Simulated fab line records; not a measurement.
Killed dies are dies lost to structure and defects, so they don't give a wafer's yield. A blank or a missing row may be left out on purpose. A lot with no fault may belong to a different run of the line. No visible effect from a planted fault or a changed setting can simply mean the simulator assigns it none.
Which tool was responsible? -- flow sky130 -- 11 lots, 33 wafers sampled, at 2 steps of a route of 708

== WHAT EACH GAUGE READ, for each wafer ==
SKY_POLY_GATE_THK_MEAS_01.
lot,measured,on,POLY_GATE_CVD_00_THK (nm)
L796,day 14 03:34,film metro-02,178.9 179.3 179.4
L797,day 14 12:36,film metro-02,180.7 180.5 182.4
L798,day 14 23:43,film metro-01,180.7 182.8 180.7
L801,day 15 19:16,film metro-03,180.9 181.3 179.4
L805,day 17 07:30,film metro-03,183.1 180.7 180.8
L806,day 17 10:53,film metro-03,180.1 180.1 179.4
L807,day 17 21:40,film metro-01,178.8 178.3 178.6
L808,day 18 06:59,film metro-02,127.2 126.7 129.5
L809,day 18 18:44,film metro-01,126.5 124.9 125.4
L818,day 22 08:52,film metro-03,181.1 181.8 183.0
L819,day 22 19:19,film metro-02,183.6 183.0 184.0

== WHICH TOOL RAN EACH LOT (tool, then ch and the chambers of the sampled wafers, then the start) ==
lot,SKY_POLY_GATE_CVD_00
L796,"lpcvd-01 ch 0, day 14 02:22"
L797,"lpcvd-01 ch 0, day 14 11:24"
L798,"lpcvd-01 ch 1, day 14 22:31"
L801,"lpcvd-01 ch 1, day 15 18:04"
L805,"lpcvd-01 ch 1, day 17 06:17"
L806,"lpcvd-01 ch 1, day 17 09:41"
L807,"lpcvd-01 ch 0, day 17 20:28"
L808,"lpcvd-01 ch 0, day 18 05:47"
L809,"lpcvd-01 ch 0, day 18 16:55"
L818,"lpcvd-01 ch 0, day 22 07:40"
L819,"lpcvd-01 ch 1, day 22 18:05"
- SKY_POLY_GATE_CVD_00: deposits poly-Si, target thk 180 nm, time 720 s.

== THE ANSWER, worked out from the rows above alone ==
Rule: what is usual is taken from the lots themselves. The widest of any qualifying gaps counts: lots, ordered by their means at a reading, are off when they make up no more than a third of the lots, leave a main group of 4 or more, and stand apart from it by 3 or more times the standard deviation of that group's means. The tables above print the reading to a certain number of digits; a main group whose means all agree to those digits is not used. A lot without any number at a reading at which 4 lots or more have one is off too. Any other lot the step has rows for is counted as sound.
Off: L808, L809, at SKY_POLY_GATE_THK_MEAS_01 (POLY_GATE_CVD_00_THK). Mean 180.9 nm and standard deviation 1.4 in the main group.
If a tool, at a process step before that reading, ran all the lots that are off and no sound lot after the first of them, it fits. The gauges at SKY_POLY_GATE_THK_MEAS_01 are tried like those tools. Not one of the candidates tried fits.

== WHAT THE SIMULATOR HAD INSERTED ==
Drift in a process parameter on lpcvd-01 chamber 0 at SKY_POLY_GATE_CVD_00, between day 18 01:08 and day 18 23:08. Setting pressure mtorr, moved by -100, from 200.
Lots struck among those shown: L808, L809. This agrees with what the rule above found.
